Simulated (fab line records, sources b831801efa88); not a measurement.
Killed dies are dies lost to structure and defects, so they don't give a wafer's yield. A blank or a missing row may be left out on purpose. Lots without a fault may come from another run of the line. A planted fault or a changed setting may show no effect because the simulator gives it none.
One fault seen from 2 desks | flow gf180mcu | each desk has only its own numbers; what lay behind them comes last

THE TOOL OWNER'S DESK: pvd_sputter-04
The tool's own readings at GF_M2_SPUTTER_04 (material TiN, target thk 50 nm, time 41.7 s): means of the sampled wafers that have a number, for each lot that ran on this tool. A lot is out of limits, marked OUT, if its mean lies more than 4 standard deviations from the usual mean; the brackets give that distance.
Columns: A = throttle_valve_pct at GF_M2_SPUTTER_04, usual 30.5 %
lot  | first seen here | A
L705 | day 21 10:53    | 31.2
L716 | day 25 08:11    | 30.9
L719 | day 26 00:22    | 31.1
L720 | day 26 06:23    | 31.0
This desk's finding: nothing out of limits on any of the 4 lots.

THE METROLOGY DESK
What the gauges read, lot by lot, whatever tool the lot ran on: means of the sampled wafers that have a number. A lot is out of limits, marked OUT, if its mean lies more than 4 standard deviations from the usual mean; the brackets give that distance.
Columns: A = V5_W_RS at GF_V5_RS_MEAS_24, usual 0.327 ohm/sq
lot  | first seen here | A
L697 | day 27 19:29    | 0.324
L698 | day 27 20:20    | 0.325
L699 | day 28 07:14    | 0.325
L701 | day 28 16:48    | 0.330
L702 | day 28 19:14    | 0.324
L705 | day 29 23:17    | 0.328
L707 | day 30 16:43    | 0.325
L713 | day 32 00:10    | 0.325
L714 | day 32 08:16    | 0.328
L716 | day 32 21:48    | 0.320
L717 | day 33 00:46    | 0.324
L719 | day 33 12:44    | 0.331
L720 | day 33 15:24    | 0.328
This desk's finding: nothing out of limits on any of the 13 lots.

PUT TOGETHER
The tool owner's desk saw nothing out of limits.
The metrology desk saw nothing out of limits.

WHAT THE SIMULATOR HAD PUT IN
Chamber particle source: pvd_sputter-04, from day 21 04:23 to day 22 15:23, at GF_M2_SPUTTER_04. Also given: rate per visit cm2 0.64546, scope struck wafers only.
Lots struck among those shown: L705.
